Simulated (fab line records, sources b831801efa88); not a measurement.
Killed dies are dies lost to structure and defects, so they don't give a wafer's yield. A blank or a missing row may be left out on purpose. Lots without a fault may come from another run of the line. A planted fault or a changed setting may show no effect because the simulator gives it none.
fab line records | flow gf180mcu | part 2 of 2: steps 29 to 38 of 38
record lots=5 wafers=15 last_day=34
route steps=602 shown NWELL@51 LVPWELL@54 MVSD@66 MVPSD@78
lots that met no fault: from a run of the same line without faults
start_h: hours from the record's first day to the start of the lot's first wafer shown | wait_h: hours since the lot's step before | " the same as in the row above | L1.1+2: a row that stands for several wafers | - no value, or no start given | * or withheld: withheld | < > ~ a bound
route shown NAME@n: a module of which the file shows steps, and the number in the route of the first | usual: mean/standard deviation of fault-free wafers | same: alike in all rows | chamber/n: place in a boat | sites: the reading at each site | _std_site: their standard deviation | _edge_site: outer sites' mean less inner sites' | radius_mm: how far each site lies from the wafer's centre | mask NAME#n: copy n | behind: the tool/chamber that last shaped the wafer | hold: why the lot was held/for how many hours/how that ended | device: the transistor (n, p or np) that didn't switch | end of line: the same wafers' tests at the end of the route | a step without rows: its recipe alone | killed: dies lost to structure and defects at the first sort, not the wafer's yield | map: a wafer's dies, x killed, . not, _ none there
set.NAME: the setting as run; set.NAME@STEP: as run at that earlier step | model.NAME: the simulator's own value behind a step, which no gauge read
lots at some steps of the route; a table a step, a row a wafer
services: from which hour (start_h, from the record's first day; less than 0 if before it) a tool's chamber was out of use, for how many hours, and why
## steps
# step GF_MVPSD_HMDS_01
# recipe prime_time_s=60 prime_temp_c=120
# columns lot.wafer tool chamber start_h wait_h
L082.1+2+5 litho_track-04 0 136.85 0.1
L083.1+4+5 litho_track-02 0 145.34 0.1
L084.1+2+4 litho_track-04 0 149.20 0.1
L092.3+4+6 litho_track-02 0 196.39 0.1
L094.2+5+6 litho_track-03 0 208.25 0.1
# step GF_MVPSD_COAT_02
# recipe spin_rpm=2000 resist_thk_nm=3000
# columns lot.wafer tool chamber start_h wait_h
L082.1+2+5 litho_track-04 0 137.00 0.1
L083.1+4+5 litho_track-02 0 145.49 0.1
L084.1+2+4 litho_track-04 0 149.35 0.1
L092.3+4+6 litho_track-02 0 196.54 0.1
L094.2+5+6 litho_track-03 0 208.40 0.1
# step GF_MVPSD_SOFTBAKE_03
# recipe temp_c=110.3 time_s=withheld
# columns lot.wafer tool chamber start_h wait_h
L082.1+2+5 litho_track-04 0 137.15 0.1
L083.1+4+5 litho_track-02 0 145.64 0.1
L084.1+2+4 litho_track-04 0 149.50 0.1
L092.3+4+6 litho_track-02 0 196.71 0.1
L094.2+5+6 litho_track-03 0 208.56 0.1
# step GF_MVPSD_EXPOSE_04
# recipe mask_id=MVPSD target_cd_nm=1000 na=0.6 source_shape=conventional sigma_outer=0.6 dose_mj=260
# usual stage_vel_mm_s=499.95/0.28
# same sigma_outer=0.6
# columns lot.wafer tool chamber start_h wait_h mask stage_vel_mm_s
L082.1 iline_stepper-02 0 - - MVPSD#0 499.90
L082.2 " 0 " " MVPSD#0 500.05
L082.5 " 0 " " MVPSD#0 500.03
L083.1 iline_stepper-01 0 - - MVPSD#0 500.12
L083.4 " 0 " " MVPSD#0 499.83
L083.5 " 0 " " MVPSD#0 500.10
L084.1 iline_stepper-02 0 - - MVPSD#0 499.78
L084.2 " 0 " " MVPSD#0 499.98
L084.4 " 0 " " MVPSD#0 500.06
L092.3 iline_stepper-01 0 - - MVPSD#0 499.65
L092.4 " 0 " " MVPSD#0 499.77
L092.6 " 0 " " MVPSD#0 499.65
L094.2 iline_stepper-01 0 - - MVPSD#0 500.20
L094.5 " 0 " " MVPSD#0 500.49
L094.6 " 0 " " MVPSD#0 500.59
# step GF_MVPSD_PEB_05
# recipe temp_c=115 time_s=withheld
# columns lot.wafer tool chamber start_h wait_h
L082.1+2+5 litho_track-02 0 - -
L083.1+4+5 litho_track-03 0 - -
L084.1+2+4 litho_track-03 0 - -
L092.3+4+6 litho_track-03 0 - -
L094.2+5+6 litho_track-04 0 - -
# step GF_MVPSD_DEVELOP_06
# recipe wall_angle_deg=90 develop_time_s=60 dev_temp_c=23
# usual developer_temp_C=22.97/0.12
# columns lot.wafer tool chamber start_h wait_h developer_temp_C
L082.1 litho_track-02 0 - - 23.14
L082.2 " 0 " " 23.05
L082.5 " 0 " " 23.01
L083.1 litho_track-03 0 - - 23.03
L083.4 " 0 " " 22.96
L083.5 " 0 " " 23.03
L084.1 litho_track-03 0 - - 22.96
L084.2 " 0 " " 23.02
L084.4 " 0 " " 23.03
L092.3 litho_track-03 0 - - 22.83
L092.4 " 0 " " 22.96
L092.6 " 0 " " 23.13
L094.2 litho_track-04 0 - - 22.94
L094.5 " 0 " " 22.56
L094.6 " 0 " " 22.87
# step GF_MVPSD_OVL_MEAS_07
# usual MVPSD_OVL=-0.2/1.4
# columns lot.wafer tool chamber start_h wait_h MVPSD_OVL[nm]
L082.1 overlay-01 - 145.19 - 0.7
L082.2 " - " " 0.9
L082.5 " - " " 1.0
L083.1 overlay-01 - 153.82 - -0.2
L083.4 " - " " -1.2
L083.5 " - " " -1.2
L084.1 overlay-02 - 158.27 - 0.9
L084.2 " - " " 0.9
L084.4 " - " " 0.4
L092.3 overlay-01 - 205.13 - 0.1
L092.4 " - " " 1.2
L092.6 " - " " -1.8
L094.2 overlay-01 - 217.91 - -1.1
L094.5 " - " " 0.1
L094.6 " - " " 0.4
# step GF_MVPSD_IMPLANT_08
# recipe species=B energy_kev=170 dose_cm2=1.5e+13 tilt_deg=0
# usual tilt_deg=-0.005/0.02
# columns lot.wafer tool chamber start_h wait_h tilt_deg
L082.1 implanter-03 0 145.23 0.0 0.003
L082.2 " 0 " " -0.017
L082.5 " 0 " " -0.032
L083.1 implanter-03 0 153.86 0.0 -0.014
L083.4 " 0 " " -0.015
L083.5 " 0 " " -0.010
L084.1 implanter-03 0 158.31 0.0 -0.010
L084.2 " 0 " " -0.014
L084.4 " 0 " " 0.007
L092.3 implanter-01 0 205.21 0.1 -0.015
L092.4 " 0 " " -0.027
L092.6 " 0 " " -0.029
L094.2 implanter-03 0 217.96 0.0 -0.031
L094.5 " 0 " " -0.037
L094.6 " 0 " " -0.060
# step GF_MVPSD_IMPLANT_09
# recipe species=B energy_kev=40 dose_cm2=5e+12 tilt_deg=0
# usual tilt_deg=-0.004/0.019
# columns lot.wafer tool chamber start_h wait_h tilt_deg
L082.1 implanter-03 0 145.38 0.1 -0.036
L082.2 " 0 " " -0.006
L082.5 " 0 " " -0.013
L083.1 implanter-03 0 154.01 0.1 -0.003
L083.4 " 0 " " -0.007
L083.5 " 0 " " 0.036
L084.1 implanter-03 0 158.46 0.1 -0.024
L084.2 " 0 " " -0.003
L084.4 " 0 " " -0.008
L092.3 implanter-01 0 205.36 0.1 -0.007
L092.4 " 0 " " -0.002
L092.6 " 0 " " 0.003
L094.2 implanter-03 0 218.11 0.1 -0.005
L094.5 " 0 " " -0.017
L094.6 " 0 " " 0.003
# step GF_MVPSD_STRIP_10
# recipe chemistry=O2/N2 power_w=1400 pressure_mtorr=1500 platen_temp_c=250 o2_flow_sccm=3000 n2_flow_sccm=300 overash_fraction=0.5
# usual chamber_pressure_mTorr=1500.1/1.4 drypump_motor_current_A=5.8/0.37 heater_power_w=315/44 o2_flow_sccm=3000/8.6 oes_product_au=0.723/0.0045 platen_temp_c=249.98/0.18 strip_time_to_endpoint_s=36.90/0.11
# columns lot.wafer tool chamber start_h wait_h chamber_pressure_mTorr drypump_motor_current_A heater_power_w o2_flow_sccm oes_product_au platen_temp_c rf_hours_counter_h strip_time_to_endpoint_s
L082.1 plasma_asher-04 0 145.53 0.1 1498.2 6.3 309 3008 0.717 249.88 52 36.87
L082.2 " 1 " " 1498.4 5.1 340 2989 0.726 250.22 52 36.82
L082.5 " 1 " " 1500.3 5.1 330 2987 0.724 250.28 - 36.89
L083.1 plasma_asher-03 1 154.16 0.1 1504.5 6.1 317 3006 0.722 249.83 48 36.80
L083.4 " 0 " " 1499.7 5.8 257 2998 0.720 250.15 - 36.85
L083.5 " 0 " " 1500.3 5.7 261 3006 0.724 249.70 - 36.73
L084.1 plasma_asher-03 1 158.61 0.1 1500.6 6.1 317 3015 0.723 249.73 48 36.77
L084.2 " 0 " " 1499.8 5.8 258 2994 0.727 250.22 48 36.89
L084.4 " 1 " " 1499.5 6.1 323 3011 0.727 249.78 - 36.81
L092.3 plasma_asher-01 1 205.49 0.1 1500.3 6.0 314 2998 0.724 249.77 - 37.11
L092.4 " 0 " " 1500.7 5.9 414 3000 0.728 249.83 - 37.05
L092.6 " 0 " " 1499.8 5.9 411 2983 0.721 249.79 - 37.09
L094.2 plasma_asher-04 1 218.24 0.1 1501.6 5.0 335 2996 0.720 249.94 58 36.93
L094.5 " 1 " " 1501.0 5.0 327 3004 0.723 249.91 - 36.89
L094.6 " 0 " " 1500.7 6.3 305 3003 0.719 249.82 - 37.03
## services
# columns tool chamber start_h hours kind
plasma_asher-02 - 78.07 2.8 pm
iline_stepper-02 - 97.60 13.0 repair
plasma_asher-02 - 108.77 9.0 pm
plasma_asher-02 0 108.77 9.0 vent_cycle
plasma_asher-02 1 108.77 9.0 vent_cycle
implanter-02 - 109.35 17.2 repair
iline_stepper-02 - 110.63 1.7 pm
plasma_asher-02 0 117.77 - clean
plasma_asher-02 1 117.77 - clean
plasma_asher-02 - 137.76 1.3 repair
implanter-04 - 137.81 5.4 pm
implanter-02 - 164.24 4.6 repair
iline_stepper-01 - 164.54 1.7 pm
plasma_asher-04 - 164.75 2.8 pm
iline_stepper-02 0 164.85 - calibration
iline_stepper-01 - 173.22 - calibration
plasma_asher-01 - 174.73 1.4 repair
plasma_asher-04 - 179.40 5.9 pm
implanter-04 - 182.88 2.1 repair
iline_stepper-01 - 185.68 1.4 repair
plasma_asher-02 - 187.70 2.2 repair
iline_stepper-01 0 197.30 - calibration
implanter-02 - 197.90 7.7 repair
implanter-02 - 211.75 3.4 pm
